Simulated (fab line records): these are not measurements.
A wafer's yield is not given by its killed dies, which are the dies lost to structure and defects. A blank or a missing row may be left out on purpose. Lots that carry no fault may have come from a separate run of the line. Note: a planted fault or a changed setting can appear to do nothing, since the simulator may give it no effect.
fab line records | flow sky130
[record] lots = 7 wafers = 21 lastDay = 48
route steps=708 shown PASSIVATION@686 PAD_OPEN@694
lots untouched by any fault: they come from a run of this same line in which no faults occurred
startH: start of the lot's first displayed wafer, in hours after the record's first day | waitH: hours since the lot's step before | " the same as in the row above | L1.1+2: one row covering several wafers at once | - no value, or no start given | * or withheld: withheld | < > ~ a bound
route shown NAME@n: a module of which the file shows steps, and the number in the route of the first | usual: mean and standard deviation over wafers with no fault | same: alike in all rows | chamber/n: place in a boat | sites: each site's reading | _std_site: their standard deviation | _edge_site: the outer-site mean with the inner-site mean subtracted | radiusMm: for every site, how far away it sits from the centre of the wafer | mask NAME#n: copy n | behind: the most recent tool/chamber to have shaped the wafer | hold: why the lot went on hold/how many hours it stayed there/how the hold came to an end | device: the n, p or np transistor that did not switch | end of line: the same wafers' tests at the end of the route | where a step has no rows: the recipe by itself | killed: at the first sort, the dies lost to defects and structure; wafer yield is something else | map: the dies of a wafer, with x for killed, . for not killed, _ for no die there
set.NAME: the run value of the setting; set.NAME@STEP: its run value at that earlier step | model.NAME: the simulator's own value behind a step, which no gauge read
lots seen at some steps along the route; tables by step, rows by wafer
services: a tool's chamber out of use, with start hour (startH, from the record's first day; less than 0 if before it), hours out, and reason
[[steps]]
[step SKY_PASSIVATION_HMDS_05]
[recipe] primeTimeS = 60 primeTempC = 120
[step SKY_PASSIVATION_COAT_06]
[recipe] spinRpm = 2000 resistThkNm = 3000
[step SKY_PASSIVATION_SOFTBAKE_07]
[recipe] tempC = 110 timeS = withheld
[step SKY_PASSIVATION_EXPOSE_08]
[recipe] maskId = NSM targetCdNm = 3000 na = 0.57 doseMj = 260
[step SKY_PASSIVATION_PEB_09]
[recipe] tempC = 115 timeS = withheld
[step SKY_PASSIVATION_DEVELOP_10]
[recipe] developTimeS = 60 devTempC = 23
[step SKY_PASSIVATION_ETCH_11]
[recipe] chemistry = CF4/O2 targetDepthNm = 725 stopOn = AlCu sourceW = 800 biasW = 150 pressureMtorr = 150 cf4FlowSccm = 80 O2_flow_sccm = 10 timeS = 161.1
[usual] drypumpMotorCurrentA = 5.7/0.5 oesProductAu = 0.976/0.0092 throttleValvePct = 5.964/0.0087
[same] timeS = 161.1
// columns lot.wafer tool chamber startH waitH drypumpMotorCurrentA oesProductAu rfHoursCounterH throttleValvePct
L195.1 rieDiel-03 2 1058.86 - 6.0 0.967 1 5.952
L195.2 " 1 " " 5.7 0.981 23 5.977
L195.5 " 1 " " 5.7 0.976 - 5.965
L196.1 rieDiel-02 0 1096.81 - 6.2 0.966 21 5.951
L196.4 " 1 " " 5.3 0.990 14 5.974
L196.5 " 1 " " 5.3 0.980 - 5.980
L199.1 rieDiel-04 3 1101.66 - 5.3 0.981 10 5.977
L199.5 " 2 " " 4.8 0.989 - 5.953
L199.6 " 3 " " 5.3 0.990 - 5.968
L201.1 rieDiel-04 2 1104.21 - 4.8 0.981 9 5.967
L201.3 " 1 " " 5.3 0.971 11 5.943
L201.6 " 0 " " 5.7 0.981 - 5.966
L202.1 rieDiel-03 1 1131.01 - 5.7 0.978 26 5.981
L202.2 " 0 " " 6.5 0.982 23 5.970
L202.3 " 2 " " 6.1 0.963 4 5.948
L206.2 rieDiel-02 1 1132.21 - 5.3 0.970 15 5.966
L206.4 " 0 " " 6.2 0.967 22 5.958
L206.6 " 2 " " 5.7 0.995 - 5.976
L207.1 rieDiel-04 3 1137.43 - 5.3 0.986 11 5.975
L207.4 " 1 " " 5.3 0.976 12 5.959
L207.6 " 2 " " 4.8 0.989 - 5.967
[step SKY_PASSIVATION_STRIP_12]
[recipe] chemistry = O2/N2 powerW = 1400 pressureMtorr = 1500 platenTempC = withheld overashFraction = 0.7 o2FlowSccm = 3000 n2FlowSccm = 300
[usual] drypumpMotorCurrentA = 5.6/0.39 oesProductAu = 0.661/0.0048 stripTimeToEndpointS = 31.57/0.17
// columns lot.wafer tool chamber startH waitH drypumpMotorCurrentA oesProductAu rfHoursCounterH stripTimeToEndpointS
L195.1 plasmaAsher-04 0 1058.96 0.1 6.2 0.659 61 31.77
L195.2 " 1 " " 5.2 0.657 61 31.53
L195.5 " 0 " " 6.1 0.662 - 31.51
L196.1 plasmaAsher-04 0 1096.92 0.1 6.2 0.661 65 31.81
L196.4 " 1 " " 5.2 0.664 - 31.60
L196.5 " 1 " " 5.2 0.658 - 31.55
L199.1 plasmaAsher-04 0 1101.77 0.1 6.2 0.658 65 31.36
L199.5 " 0 " " 6.1 0.661 - 31.35
L199.6 " 1 " " 5.2 0.661 - 31.46
L201.1 plasmaAsher-01 1 1104.31 0.1 5.5 0.662 3 31.39
L201.3 " 1 " " 5.5 0.664 - 31.57
L201.6 " 1 " " 5.5 0.663 - 31.28
L202.1 plasmaAsher-01 1 1131.12 0.1 5.5 0.658 6 31.57
L202.2 " 0 " " 5.9 0.672 6 31.58
L202.3 " 0 " " 5.9 0.662 - 31.68
L206.2 plasmaAsher-01 0 1132.31 0.1 5.9 0.662 6 31.67
L206.4 " 0 " " 6.0 0.669 - 31.84
L206.6 " 0 " " 6.0 0.668 - 31.44
L207.1 plasmaAsher-04 0 1137.54 0.1 6.2 0.658 69 31.61
L207.4 " 0 " " 6.2 0.662 - 31.75
L207.6 " 1 " " 5.2 0.663 - 31.58
[step SKY_PAD_OPEN_DEHYDRATE_00]
[recipe] tempC = 200 timeS = 60
[step SKY_PAD_OPEN_HMDS_01]
[recipe] primeTimeS = 60 primeTempC = 120
[step SKY_PAD_OPEN_COAT_02]
[recipe] spinRpm = 2000 resistThkNm = 3000
[step SKY_PAD_OPEN_SOFTBAKE_03]
[recipe] tempC = 109.6 timeS = withheld
[step SKY_PAD_OPEN_EXPOSE_04]
[recipe] maskId = PDM targetCdNm = 60000 na = 0.57 doseMj = 260
[usual] exposureDoseMJCm2 = 260.02/0.26
// columns lot.wafer tool chamber startH waitH mask exposureDoseMJCm2
L195.1 ilineStepper-02 0 1069.13 - PDM#0 260.17
L195.2 " 0 " " PDM#0 260.23
L195.5 " 0 " " PDM#0 260.55
L196.1 ilineStepper-02 0 1108.33 - PDM#0 259.92
L196.4 " 0 " " PDM#0 260.09
L196.5 " 0 " " PDM#0 259.74
L199.1 ilineStepper-02 0 1111.66 - PDM#0 264.29
L199.5 " 0 " " PDM#0 263.67
L199.6 " 0 " " PDM#0 263.75
L201.1 ilineStepper-02 0 1114.02 - PDM#0 263.97
L201.3 " 0 " " PDM#0 263.84
L201.6 " 0 " " PDM#0 264.10
L202.1 ilineStepper-02 0 1139.86 - PDM#0 264.18
L202.2 " 0 " " PDM#0 264.14
L202.3 " 0 " " PDM#0 264.33
L206.2 ilineStepper-01 0 1141.70 - PDM#0 260.47
L206.4 " 0 " " PDM#0 260.66
L206.6 " 0 " " PDM#0 260.10
L207.1 ilineStepper-01 0 1147.38 - PDM#0 260.06
L207.4 " 0 " " PDM#0 259.94
L207.6 " 0 " " PDM#0 259.75
[step SKY_PAD_OPEN_PEB_05]
[recipe] tempC = 115 timeS = withheld
[step SKY_PAD_OPEN_PROBE_99]
[usual] defectLimitedYield = 82.8/1.9 killed_at_M0_to_M3 = 43/7.5 killed_at_M4_up = 2.8/1.8 killedAtContacts = 24/5.3 killedAtFrontEnd = 14/4.2 killedAtOther = 0.3/0.54 killedDies = 84/9.4 killedOnRim = 16/3.3 killedOpen = 46/7.1 killedShort = 38/6.6 sort_bin_3_pad_short = 0.8/0.42 sort_bin_5_function = 10.1/1.4 sort_bin_6_memory = 6.2/1.1 sortNPass = 408/9.4 sortYieldPct = 82.8/1.9
[same] grossDies = 492 killedAtBackSide = 0 sort_bin_4_leakage[%] = 0 sort_bin_8_speed[%] = 0
// columns lot.wafer tool chamber startH waitH defectLimitedYield[%] killed_at_M0_to_M3 killed_at_M4_up killedAtContacts killedAtFrontEnd killedAtOther killedDies killedOnRim killedOpen killedShort sort_bin_3_pad_short[%] sort_bin_5_function[%] sort_bin_6_memory[%] sortNPass sortYieldPct[%]
L195.1 prober-01 - 1082.26 0.1 81.3 52 2 25 13 0 92 17 48 44 1.4 12.0 5.3 400 81.3
L195.2 prober-01 - 1082.31 0.1 82.1 52 4 20 12 0 88 14 37 51 2.0 9.3 6.5 404 82.1
L195.5 prober-01 - 1082.46 0.2 85.0 41 1 25 6 1 74 14 40 34 1.0 8.1 5.9 418 85.0
L196.1 prober-02 - 1120.46 0.1 82.7 43 2 24 16 0 85 17 44 41 0.2 10.8 6.3 407 82.7
L196.4 prober-02 - 1120.61 0.2 81.5 46 0 30 15 0 91 17 40 51 1.0 12.0 5.5 401 81.5
L196.5 prober-02 - 1120.66 0.2 85.0 40 1 23 10 0 74 13 39 35 0.4 9.8 4.9 418 85.0
L199.1 prober-02 - 1123.46 0.1 80.3 57 2 19 19 0 97 24 63 34 0.8 10.8 8.1 395 80.3
L199.5 prober-02 - 1123.66 0.2 83.1 49 1 22 11 0 83 12 41 41 0.6 11.2 5.1 409 83.1
L199.6 prober-02 - 1123.71 0.2 79.9 52 3 29 15 0 99 20 64 35 1.0 11.4 7.7 393 79.9
L201.1 prober-01 - 1126.34 0.1 83.3 40 2 31 8 1 82 17 52 29 1.0 8.9 6.7 410 83.3
L201.3 prober-01 - 1126.44 0.2 82.7 39 2 32 10 2 85 14 44 37 0.6 9.8 6.9 407 82.7
L201.6 prober-01 - 1126.59 0.2 84.6 38 3 25 9 1 76 18 50 25 0.8 11.2 3.5 416 84.6
L202.1 prober-02 - 1152.33 0.1 84.6 38 4 22 12 0 76 20 39 37 0.6 8.5 6.3 416 84.6
L202.2 prober-02 - 1152.38 0.1 80.3 47 3 26 21 0 97 15 45 52 1.6 10.2 7.9 395 80.3
L202.3 prober-02 - 1152.43 0.2 80.5 56 1 19 20 0 96 16 45 49 1.0 9.6 8.9 396 80.5
L206.2 prober-01 - 1153.89 0.1 85.0 41 3 16 14 0 74 11 42 30 0.6 11.6 2.8 418 85.0
L206.4 prober-01 - 1153.99 0.2 83.5 40 6 19 15 1 81 12 47 33 0.4 9.1 6.9 411 83.5
L206.6 prober-01 - 1154.09 0.2 82.5 43 4 30 8 1 86 22 38 48 1.2 10.4 5.9 406 82.5
L207.1 prober-02 - 1157.72 0.1 77.2 58 3 35 16 0 112 13 59 53 1.2 14.2 7.3 380 77.2
L207.4 prober-02 - 1157.87 0.2 83.9 29 4 28 18 0 79 20 39 40 1.2 9.8 5.1 413 83.9
L207.6 prober-02 - 1157.97 0.2 86.8 34 3 21 7 0 65 12 32 33 1.0 8.7 3.5 427 86.8
// killed by level:class
L195.1 VIA1:geometricParticle:open=14 VIA2:geometricParticle:open=14 VIA1:geometricParticle:short=10 CONTACT:geometricParticle:short=9 CONTACT:geometricParticle:open=7 FIELD_ISO:geometricParticle:open=5 LOCAL_INTERCONNECT:geometricParticle:short=5 METAL2:geometricParticle:short=5
L195.2 VIA1:geometricParticle:open=12 CONTACT:geometricParticle:open=9 METAL2:geometricParticle:short=7 METAL3:geometricParticle:short=7 LOCAL_INTERCONNECT:geometricParticle:short=6 VIA1:geometricParticle:short=6 VIA2:geometricParticle:open=5 FIELD_ISO:geometricParticle:short=4
L195.5 CONTACT:geometricParticle:open=9 LI_CONTACT:geometricParticle:open=8 VIA1:geometricParticle:short=8 VIA1:geometricParticle:open=8 CONTACT:geometricParticle:short=5 VIA2:geometricParticle:open=5 METAL1:geometricParticle:short=4 VIA2:geometricParticle:short=4
L196.1 VIA1:geometricParticle:open=9 LI_CONTACT:geometricParticle:open=8 METAL2:geometricParticle:short=8 CONTACT:geometricParticle:open=7 METAL1:geometricParticle:short=7 FIELD_ISO:geometricParticle:short=5 POLY_GATE:geometricParticle:open=5 VIA2:geometricParticle:open=5
L196.4 METAL1:geometricParticle:short=12 VIA1:geometricParticle:open=11 CONTACT:geometricParticle:short=10 LI_CONTACT:geometricParticle:open=8 CONTACT:geometricParticle:open=6 METAL2:geometricParticle:short=6 LI_CONTACT:geometricParticle:short=4 VIA1:geometricParticle:short=4
L196.5 VIA1:geometricParticle:open=10 CONTACT:geometricParticle:open=9 METAL1:geometricParticle:short=6 CONTACT:geometricParticle:short=5 VIA2:geometricParticle:open=5 FIELD_ISO:geometricParticle:open=4 LI_CONTACT:geometricParticle:open=4 VIA1:geometricParticle:short=4
L199.1 VIA1:geometricParticle:open=10 VIA3:geometricParticle:open=10 CONTACT:geometricParticle:open=10 METAL2:geometricParticle:short=10 VIA2:geometricParticle:open=8 FIELD_ISO:geometricParticle:open=7 POLY_GATE:geometricParticle:open=7 VIA1:geometricParticle:short=5
L199.5 VIA1:geometricParticle:open=9 CONTACT:geometricParticle:open=8 METAL2:geometricParticle:short=7 VIA1:geometricParticle:short=7 VIA3:geometricParticle:short=7 VIA3:geometricParticle:open=6 LI_CONTACT:geometricParticle:open=5 VIA2:geometricParticle:open=4
L199.6 CONTACT:geometricParticle:open=16 VIA1:geometricParticle:open=11 VIA3:geometricParticle:open=9 VIA1:geometricParticle:short=8 VIA2:geometricParticle:open=7 LI_CONTACT:geometricParticle:open=7 FIELD_ISO:geometricParticle:open=5 SPACER:geometricParticle:open=5
L201.1 CONTACT:geometricParticle:open=14 VIA1:geometricParticle:open=11 LI_CONTACT:geometricParticle:open=7 VIA1:geometricParticle:short=7 VIA2:geometricParticle:open=6 CONTACT:geometricParticle:short=4 VIA3:geometricParticle:open=4 LOCAL_INTERCONNECT:geometricParticle:open=3
L201.3 CONTACT:geometricParticle:open=12 VIA1:geometricParticle:open=10 CONTACT:geometricParticle:short=8 LI_CONTACT:geometricParticle:open=7 VIA1:geometricParticle:short=6 METAL2:geometricParticle:short=5 VIA2:geometricParticle:open=5 VIA3:geometricParticle:open=4
L201.6 VIA1:geometricParticle:open=14 CONTACT:geometricParticle:open=12 LI_CONTACT:geometricParticle:open=7 VIA3:geometricParticle:open=4 CONTACT:geometricParticle:short=4 VIA1:geometricParticle:short=4 POLY_GATE:geometricParticle:open=3 METAL2:geometricParticle:open=3
L202.1 VIA1:geometricParticle:open=9 LI_CONTACT:geometricParticle:open=8 CONTACT:geometricParticle:short=6 VIA1:geometricParticle:short=6 VIA3:geometricParticle:open=6 METAL2:geometricParticle:short=5 POLY_CUT:geometricParticle:open=4 METAL1:geometricParticle:short=4
L202.2 CONTACT:geometricParticle:open=14 FIELD_ISO:geometricParticle:short=9 VIA1:geometricParticle:open=8 VIA2:geometricParticle:open=6 METAL1:geometricParticle:short=6 VIA1:geometricParticle:short=6 VIA3:geometricParticle:short=5 FIELD_ISO:geometricParticle:open=4
L202.3 VIA1:geometricParticle:short=14 VIA1:geometricParticle:open=11 VIA3:geometricParticle:open=9 LI_CONTACT:geometricParticle:open=8 CONTACT:geometricParticle:short=7 FIELD_ISO:geometricParticle:open=6 METAL2:geometricParticle:short=6 POLY_GATE:geometricParticle:short=5
L206.2 VIA1:geometricParticle:open=10 LI_CONTACT:geometricParticle:open=8 VIA3:geometricParticle:open=7 VIA2:geometricParticle:open=7 CONTACT:geometricParticle:open=5 FIELD_ISO:geometricParticle:short=4 VIA1:geometricParticle:short=4 POLY_GATE:geometricParticle:open=3
L206.4 VIA1:geometricParticle:open=12 VIA2:geometricParticle:open=8 CONTACT:geometricParticle:open=7 METAL1:geometricParticle:short=6 LI_CONTACT:geometricParticle:open=5 METAL4:geometricParticle:short=5 POLY_GATE:geometricParticle:open=4 VIA3:geometricParticle:open=4
L206.6 CONTACT:geometricParticle:short=8 VIA1:geometricParticle:open=7 CONTACT:geometricParticle:open=6 METAL1:geometricParticle:short=6 LI_CONTACT:geometricParticle:open=5 LI_CONTACT:geometricParticle:short=5 LOCAL_INTERCONNECT:geometricParticle:short=5 VIA3:geometricParticle:short=5
L207.1 LI_CONTACT:geometricParticle:open=13 CONTACT:geometricParticle:open=12 METAL2:geometricParticle:short=12 VIA3:geometricParticle:open=8 VIA2:geometricParticle:short=8 POLY_GATE:geometricParticle:open=7 VIA1:geometricParticle:short=7 METAL1:geometricParticle:short=6
L207.4 CONTACT:geometricParticle:open=11 LI_CONTACT:geometricParticle:open=6 POLY_GATE:geometricParticle:open=4 LI_CONTACT:geometricParticle:short=4 LOCAL_INTERCONNECT:geometricParticle:short=4 VIA1:geometricParticle:open=4 VIA2:geometricParticle:open=4 VIA2:geometricParticle:short=4
L207.6 CONTACT:geometricParticle:open=7 VIA3:geometricParticle:short=5 LI_CONTACT:geometricParticle:open=5 VIA1:geometricParticle:open=5 CONTACT:geometricParticle:short=5 VIA2:geometricParticle:open=4 VIA2:geometricParticle:short=4 METAL2:geometricParticle:short=3
[[services]]
// columns tool chamber startH hours kind
rieDiel-02 0 1039.28 1.9 repair
plasmaAsher-04 - 1042.11 15.6 pm
rieDiel-03 - 1047.06 4.1 repair
plasmaAsher-01 - 1055.25 9.0 pm
plasmaAsher-01 0 1055.25 9.0 ventCycle
plasmaAsher-01 1 1055.25 9.0 ventCycle
plasmaAsher-01 - 1057.84 0.8 repair
ilineStepper-02 0 1058.14 - calibration
ilineStepper-02 - 1058.75 1.7 pm
plasmaAsher-01 0 1064.25 - clean
plasmaAsher-01 1 1064.25 - clean
ilineStepper-02 - 1078.87 8.9 pm
rieDiel-03 - 1087.72 0.9 repair
plasmaAsher-01 - 1090.31 9.1 repair
rieDiel-03 - 1104.59 0.2 repair
ilineStepper-01 0 1127.21 - calibration
rieDiel-03 3 1128.73 3.8 repair
[[key]]
[firstSign] step = SKY_PAD_OPEN_EXPOSE_04 reading = exposureDoseMJCm2 direction = up sigmas = 15 usual = * struck = *
effect none on later readings
metAt SKY_PAD_OPEN_EXPOSE_04
struckWafers L199.1,L199.5,L199.6,L201.1,L201.3,L201.6,L202.1,L202.2,L202.3
onsetBetween 1108.33 1111.66
[earlierFault] kind = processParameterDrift tool = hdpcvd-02 chamber = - onsetH = 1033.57 steps = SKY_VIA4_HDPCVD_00 channel = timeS offset = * shape = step actsIn = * stated = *
[fault] kind = processParameterDrift tool = ilineStepper-02 chamber = - onsetH = 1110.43 steps = SKY_PAD_OPEN_EXPOSE_04 channel = doseMj offset = 4.0721 shape = step actsIn = theseRecipesOnly stated = 260
